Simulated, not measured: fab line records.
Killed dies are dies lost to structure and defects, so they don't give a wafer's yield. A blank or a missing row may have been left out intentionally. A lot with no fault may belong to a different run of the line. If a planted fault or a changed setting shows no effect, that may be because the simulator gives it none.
Which tool was responsible? | flow sky130 | 12 lots with 36 wafers sampled at 3 steps, on a route of 708 steps

== WHAT EACH GAUGE READ, for each wafer ==
SKY_VIA4_THK_MEAS_20: measures by xrf. Usual: VIA4_W_THK typically reads 514 nm, with standard deviation 9.6.
lot  | measured     | on            | VIA4_W_THK (nm) | flag
L692 | day 43 22:59 | film metro-01 | 519 514 519     |
L694 | day 44 01:39 | film metro-03 | 507 511 504     |
L693 | day 44 02:55 | film metro-03 | 514 509 512     |
L695 | day 44 04:37 | film metro-01 | 512 513 514     |
L699 | day 45 09:11 | film metro-01 | 511 517 513     |
L700 | day 45 12:11 | film metro-03 | 503 504 501     |
L702 | day 45 20:03 | film metro-02 | 523 525 523     |
L706 | day 47 05:11 | film metro-02 | 528 523 526     |
L707 | day 47 11:15 | film metro-03 | 521 519 511     |
L709 | day 47 23:31 | film metro-03 | 508 504 505     |
L713 | day 49 05:57 | film metro-02 | 531 530 530     |
L712 | day 49 09:09 | film metro-03 | 502 506 511     |

== WHAT TOOL EACH LOT RAN ON (gives the tool, then ch and the chambers of the sampled wafers, and finally the start) ==
lot  | SKY_METAL4_DESCUM_15              | SKY_METAL4_ETCH_17
L692 | rie metal-02 ch 0,1, day 42 22:13 | rie diel-02 ch 0,1,2, day 42 22:20
L694 | rie metal-02 ch 0,1, day 43 00:57 | rie diel-04 ch 0,1,3, day 43 01:05
L693 | rie metal-04 ch 0,1, day 43 02:00 | rie diel-02 ch 0,2, day 43 02:08
L695 | rie metal-04 ch 0,1, day 43 03:20 | rie diel-01 ch 0,3, day 43 03:28
L699 | rie metal-01 ch 0,1, day 44 09:35 | rie diel-02 ch 0,2, day 44 09:43
L700 | rie metal-02 ch 0,1, day 44 12:09 | rie diel-04 ch 0,1,2, day 44 12:17
L702 | rie metal-01 ch 1, day 44 20:47   | rie diel-04 ch 0,1, day 44 20:55
L706 | rie metal-01 ch 0,1, day 46 06:05 | rie diel-04 ch 1,2, day 46 06:13
L707 | rie metal-01 ch 0,1, day 46 11:24 | rie diel-02 ch 0,1, day 46 11:32
L709 | rie metal-04 ch 0,1, day 47 03:07 | rie diel-02 ch 0,1,2, day 47 03:14
L713 | rie metal-02 ch 0,1, day 48 09:59 | rie diel-04 ch 0,1,2, day 48 10:07
L712 | rie metal-04 ch 0,1, day 48 13:13 | rie diel-01 ch 0,1, day 48 13:20
- SKY_METAL4_DESCUM_15: chemistry O2, time 8 s.
- SKY_METAL4_ETCH_17: etches SiO2 in C4F8/O2/Ar, stops on TiN, time 3.9 s, target depth 15 nm.

== WHAT THE TOOLS THEMSELVES READ (means of the sampled wafers that have a number; where no wafer has one, the mark that the record gives instead) ==
SKY_METAL4_DESCUM_15. Usual: drypump motor current A 5.8 A, standard deviation 0.48; oes product au 0.996 a.u., standard deviation 0.0083.
lot  | tool         | drypump motor current A (A) | oes product au (a.u.) | flag
L692 | rie metal-02 | 6.0                         | 1.007                 |
L694 | rie metal-02 | 6.0                         | 1.006                 |
L693 | rie metal-04 | 5.6                         | 0.991                 |
L695 | rie metal-04 | 5.9                         | 0.990                 |
L699 | rie metal-01 | 5.4                         | 0.990                 |
L700 | rie metal-02 | 6.2                         | 0.997                 |
L702 | rie metal-01 | 5.1                         | 0.995                 |
L706 | rie metal-01 | 5.8                         | 0.999                 |
L707 | rie metal-01 | 5.4                         | 0.984                 |
L709 | rie metal-04 | 5.8                         | 0.997                 |
L713 | rie metal-02 | 6.2                         | 0.998                 |
L712 | rie metal-04 | 5.9                         | 0.989                 |

SKY_METAL4_ETCH_17. Usual: oes product au reads 0.753 a.u. (standard deviation 0.0068).
lot  | tool        | oes product au (a.u.) | flag
L692 | rie diel-02 | 0.754                 |
L694 | rie diel-04 | 0.745                 |
L693 | rie diel-02 | 0.747                 |
L695 | rie diel-01 | 0.746                 |
L699 | rie diel-02 | 0.754                 |
L700 | rie diel-04 | 0.751                 |
L702 | rie diel-04 | 0.749                 |
L706 | rie diel-04 | 0.758                 |
L707 | rie diel-02 | 0.747                 |
L709 | rie diel-02 | 0.755                 |
L713 | rie diel-04 | 0.761                 |
L712 | rie diel-01 | 0.751                 |

== THE ANSWER, worked out from the rows above alone ==
Rule: take the mean of a lot's wafers that have a number; if it is more than 3 standard deviations from the usual mean, the lot is off. Also off: a lot with no number at a reading for which 4 or more lots have one. The other lots that the step has rows for count as sound. The gauges are gone through in route order, then the tools' own readings, and for those a lot's mean is taken as printed above. The first step at which some lot is off is used, and at that step the reading that is off furthest; a lot without a number counts as furthest.
None of the lots is off at any reading shown; this tells nothing.

== WHAT WAS PUT IN BY THE SIMULATOR ==
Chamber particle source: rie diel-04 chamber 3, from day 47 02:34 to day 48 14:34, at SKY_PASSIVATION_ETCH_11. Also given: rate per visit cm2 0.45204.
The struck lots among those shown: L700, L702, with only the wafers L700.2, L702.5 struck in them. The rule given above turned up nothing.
